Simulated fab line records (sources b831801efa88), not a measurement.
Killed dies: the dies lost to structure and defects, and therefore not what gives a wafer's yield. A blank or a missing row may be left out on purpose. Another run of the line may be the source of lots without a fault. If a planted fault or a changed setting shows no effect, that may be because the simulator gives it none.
A lot that was struck, set against a sound lot || flow sfq line || 42 out of 325 route steps
Sound: wafers L343.3, L343.4, L343.6. Struck: wafer L362.2 (left out: L362.1, L362.6 of the same lot, which were not struck); the cause appears at the end.
Each step with rows lists, per side, the tool, then ch with its chambers, then its first start. Under that, the readings that differ: sound wafers || struck wafers || difference of the means || sigmas: that difference in standard deviations of wafers without a fault.
alike: readings whose means differ by less than 2 such deviations, and words and numbers that are the same on both sides. not compared: withheld readings, readings that some wafer has no value for, bounds like >300 that may hide the same value, and numbers for which the record gives no deviation and whose values overlap.
The two part at a step that has a row with sigmas, a row that says differs or no value, or rows on one side only. When numbers do not overlap yet have no deviation, they are printed without sigmas and do not part them. A reading that every wafer of one side lacks parts them only if that side has two wafers or more.

first, 6 steps without rows for these wafers: SFQ_TRILAYER_I0_VIA_LITHO_COAT_036 (resist thk 62 nm); SFQ_TRILAYER_I0_VIA_LITHO_COAT_031 (resist thk 650 nm); SFQ_TRILAYER_I0_VIA_LITHO_SOFTBAKE_035; SFQ_TRILAYER_I0_VIA_LITHO_EXPOSE_032 (exposes mask I0, target cd 500 nm); SFQ_TRILAYER_I0_VIA_LITHO_PEB_034 (peb time 60 s); SFQ_TRILAYER_I0_VIA_LITHO_DEVELOP_033 (time 60 s).
SFQ_I0_OVL_MEAS_908:
  sound: overlay-02 at day 20 08:53; struck: overlay-01 at day 28 16:44
  alike: I0_OVL
then, 2 steps without rows for these wafers: SFQ_TRILAYER_I0_VIA_BARC_OPEN_VIA_ETCH_046 (etches BARC in O2, target depth 125 nm, time 41.7 s); SFQ_TRILAYER_I0_VIA_ETCH_VIA_ETCH_034 (etches SiO2 in CHF3, stops on Nb, target depth 260 nm).
SFQ_TRILAYER_I0_VIA_STRIP_STRIP_035: strips in O2.
  sound on rie metal-04 ch 0,1, day 20 09:16; struck on rie metal-02 ch 0, day 28 16:55
{"reading": "rf hours counter h (h)", "sound": "- - -", "struck": 85, "difference": "no value on the sound wafers", "sigmas": ""}
  alike: drypump motor current A, oes product au, platen temp c
then, 2 steps without rows for these wafers: SFQ_TRILAYER_I0_VIA_STRIP_SOLV_CLEAN_036 (cleans in NMP, time 600 s); SFQ_TRILAYER_M1_DEP_PRE_CLEAN_038 (time 22.5 s).
SFQ_TRILAYER_M1_DEP_SPUTTER_037: material Nb, target thk 200 nm, time 133.3 s.
  sound: pvd sputter-03 at day 20 09:52; struck: pvd sputter-05 at day 28 17:43
{"reading": "model.Nb_of_TRILAYER_M1_DEP_SPUTTER_037.thk nm (nm)", "sound": "202.3 202.8 202.7", "struck": 189.8, "difference": -12.8, "sigmas": ""}
  alike: throttle valve pct
SFQ_M1_RS_MEAS_909: a four-point-probe measurement.
  sound: film metro-01 at day 20 09:59; struck: film metro-02 at day 28 17:49
{"reading": "M1_NB_RS (ohm/sq)", "sound": "0.880 0.880 0.878", "struck": 0.938, "difference": "+0.059", "sigmas": "+5"}
then, 6 steps without rows for these wafers: SFQ_TRILAYER_M1_LITHO_COAT_044 (resist thk 62 nm); SFQ_TRILAYER_M1_LITHO_COAT_039 (resist thk 600 nm); SFQ_TRILAYER_M1_LITHO_SOFTBAKE_043; SFQ_TRILAYER_M1_LITHO_EXPOSE_040 (exposes mask M1, target cd 500 nm); SFQ_TRILAYER_M1_LITHO_PEB_042 (peb time 60 s); SFQ_TRILAYER_M1_LITHO_DEVELOP_041 (time 60 s).
-- the record jumps here: 6 days lie between the struck wafers' starts before and after --
SFQ_M1_OVL_MEAS_911:
  sound: overlay-02 at day 26 20:13; struck: overlay-01 at day 35 05:28
  alike: M1_OVL
SFQ_TRILAYER_M1_BARC_OPEN_METAL_ETCH_054: etches BARC in O2, target depth 125 nm, time 41.7 s.
  sound on rie metal-01 ch 0,1, day 26 20:16; struck on rie metal-03 ch 0, day 35 05:31
{"reading": "rf hours counter h (h)", "sound": "- - -", "struck": 22, "difference": "no value on the sound wafers", "sigmas": ""}
  alike: drypump motor current A, oes product au
SFQ_TRILAYER_M1_ETCH_METAL_ETCH_042: etches Nb in Cl2/Ar, stops on SiO2, target depth 240 nm, time 120 s.
  sound on rie metal-01 ch 0,1, day 26 20:20; struck on rie metal-03 ch 0, day 35 05:34
{"reading": "oes product au (a.u.)", "sound": "0.897 0.915 0.898", "struck": 0.873, "difference": -0.030, "sigmas": -4}
{"reading": "rf hours counter h (h)", "sound": "- - -", "struck": 22, "difference": "no value on the sound wafers", "sigmas": ""}
  alike: drypump motor current A
then, 3 steps without rows for these wafers: SFQ_TRILAYER_M1_STRIP_STRIP_043 (strips in O2); SFQ_TRILAYER_M1_STRIP_SOLV_CLEAN_044 (cleans in NMP, time 600 s); SFQ_TRILAYER_I1_DEP_PECVD_045 (deposits SiO2 from SiH4/N2O, time 111.11 s, target thk 500 nm).
SFQ_TRILAYER_I1_CMP_CMP_046: polishes SiO2.
  sound on cmp-01 ch 0,1,3, day 27 01:14; struck on cmp-01 ch 1, day 35 07:05
  alike: motor current A, platen rpm, slurry filter dp kPa, slurry flow ml min, time to endpoint s
SFQ_I1_BOW_MEAS_912:
  sound: film metro-01 at day 27 03:17; struck: film metro-04 at day 35 09:47
  alike: I1_BOW
then, 7 steps without rows for these wafers: SFQ_TRILAYER_I1_METRO_MEASURE_047; SFQ_TRILAYER_I1_VIA_LITHO_COAT_054 (resist thk 62 nm); SFQ_TRILAYER_I1_VIA_LITHO_COAT_049 (resist thk 650 nm); SFQ_TRILAYER_I1_VIA_LITHO_SOFTBAKE_053; SFQ_TRILAYER_I1_VIA_LITHO_EXPOSE_050 (exposes mask I1, target cd 500 nm); SFQ_TRILAYER_I1_VIA_LITHO_PEB_052 (peb time 60 s); SFQ_TRILAYER_I1_VIA_LITHO_DEVELOP_051 (time 60 s).
-- the record jumps here: 6 days lie between the struck wafers' starts before and after --
SFQ_I1_OVL_MEAS_913:
  sound: overlay-01 at day 33 13:31; struck: overlay-02 at day 41 15:35
{"reading": "I1_OVL (nm)", "sound": "3 10 13", "struck": -6, "difference": -15, "sigmas": -3}
SFQ_TRILAYER_I1_VIA_BARC_OPEN_VIA_ETCH_071: etches BARC in O2, target depth 125 nm, time 41.7 s.
  sound on rie diel-02 ch 1,3, day 33 13:32; struck on rie diel-01 ch 3, day 41 15:37
  alike: drypump motor current A, oes product au
  not compared: rf hours counter h
SFQ_TRILAYER_I1_VIA_ETCH_VIA_ETCH_052: etches SiO2 in CHF3, stops on Nb, target depth 260 nm.
  sound on rie diel-02 ch 1,3, day 33 13:35; struck on rie diel-01 ch 3, day 41 15:39
{"reading": "model.Nb_of_TRILAYER_M1_DEP_SPUTTER_037.thk nm (nm)", "sound": "202.1 202.7 202.5", "struck": 189.7, "difference": -12.7, "sigmas": ""}
  alike: drypump motor current A, oes product au
SFQ_TRILAYER_I1_VIA_STRIP_STRIP_053: strips in O2.
  sound on rie metal-02 ch 0,1, day 33 13:54; struck on rie metal-02 ch 1, day 41 15:46
{"reading": "rf hours counter h (h)", "sound": "- - -", "struck": 106, "difference": "no value on the sound wafers", "sigmas": ""}
  alike: drypump motor current A, oes product au, platen temp c
then, 2 steps without rows for these wafers: SFQ_TRILAYER_I1_VIA_STRIP_SOLV_CLEAN_054 (cleans in NMP, time 600 s); SFQ_TRILAYER_M2_DEP_PRE_CLEAN_056 (time 22.5 s).
-- the record jumps here: 55 days lie between the struck wafers' starts before and after --
SFQ_M8_BOW_MEAS_951:
  sound: film metro-02 at day 87 07:26; struck: film metro-04 at day 96 23:31
{"reading": "model.etest.m1.ohm um", "sound": "1.771 1.756 1.766", "struck": 1.856, "difference": "+0.092", "sigmas": ""}
{"reading": "model.etest.i0.link ohm", "sound": "1.951 1.948 1.946", "struck": 2.018, "difference": "+0.070", "sigmas": ""}
{"reading": "model.etest.i1.link ohm", "sound": "1.967 1.96 1.966", "struck": 2.004, "difference": "+0.040", "sigmas": ""}
{"reading": "model.etest.m1.ohm sq", "sound": "0.8811 0.8788 0.8792", "struck": 0.9388, "difference": "+0.0591", "sigmas": ""}
  alike: M8_BOW

## WHERE THEY PART
First at SFQ_TRILAYER_I0_VIA_STRIP_STRIP_035; last, within this record, at SFQ_TRILAYER_I1_VIA_STRIP_STRIP_053. Later steps at which nothing parts them and some readings are alike: SFQ_M8_BOW_MEAS_951.

WHY: the cause the simulator had injected
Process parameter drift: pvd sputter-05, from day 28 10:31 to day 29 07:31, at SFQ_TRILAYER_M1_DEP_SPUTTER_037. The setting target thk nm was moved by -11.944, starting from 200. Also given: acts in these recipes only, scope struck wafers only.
